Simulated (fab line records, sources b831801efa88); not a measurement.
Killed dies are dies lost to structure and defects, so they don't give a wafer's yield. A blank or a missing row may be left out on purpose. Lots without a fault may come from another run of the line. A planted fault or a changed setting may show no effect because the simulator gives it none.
Chamber matching | flow gf180mcu | GF_PASSIVATION_CVD_02 on pecvd-01: 3 sister chambers
The step deposits Si3N4, target thk 700 nm, time 486.18 s. 14 wafers are shown with their chamber, then 7 later ones without.

WAFERS WITH THEIR CHAMBER
wafer  | chamber | heater_power_w (W)
L448.3 | 0       | 742
L448.4 | 0       | 813
L448.6 | 1       | 719
L449.1 | 1       | 767
L449.2 | 0       | 775
L449.4 | 1       | 637
L450.1 | 1       | 660
L450.3 | 2       | 624
L450.4 | 0       | 846
L452.2 | 0       | 833
L452.4 | 1       | 808
L452.5 | 0       | 860
L455.1 | 0       | 817
L455.5 | 0       | 859

SIGNATURES (means of the wafers above)
reading        | chamber 0 | chamber 1 | chamber 2 | scatter within a chamber
heater_power_w | 818.12    | 718.20    | 624.00    | 54.4
Rule: a wafer's distance from a chamber is the root of the sum, over the readings, of the square of ((its reading less the chamber's mean) divided by the reading's scatter). The wafer belongs to the nearest chamber; if the next one is less than 2 further off, it can't be placed. The scatter: the root of (the sum of the squares of (reading less its chamber's mean) over the shown wafers, divided by (wafers less chambers)).

WAFERS WITHOUT THEIR CHAMBER
wafer  | heater_power_w (W)
L455.6 | 725
L464.2 | 882
L464.5 | 708
L464.6 | 716
L466.1 | 595
L466.5 | 868
L466.6 | 629

WHICH CHAMBER EACH WENT THROUGH
wafer  | from the rows above          | in truth
L455.6 | can't be placed: 1 or 0 or 2 | 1
L464.2 | can't be placed: 0 or 1      | 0
L464.5 | can't be placed: 1 or 2 or 0 | 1
L464.6 | can't be placed: 1 or 2 or 0 | 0
L466.1 | can't be placed: 2 or 1      | 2
L466.5 | can't be placed: 0 or 1      | 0
L466.6 | can't be placed: 2 or 1      | 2
Placed correctly: 0 of 7. Can't be placed from these rows: 7 (the true chamber is among the candidates in 7). Placed wrongly: 0.
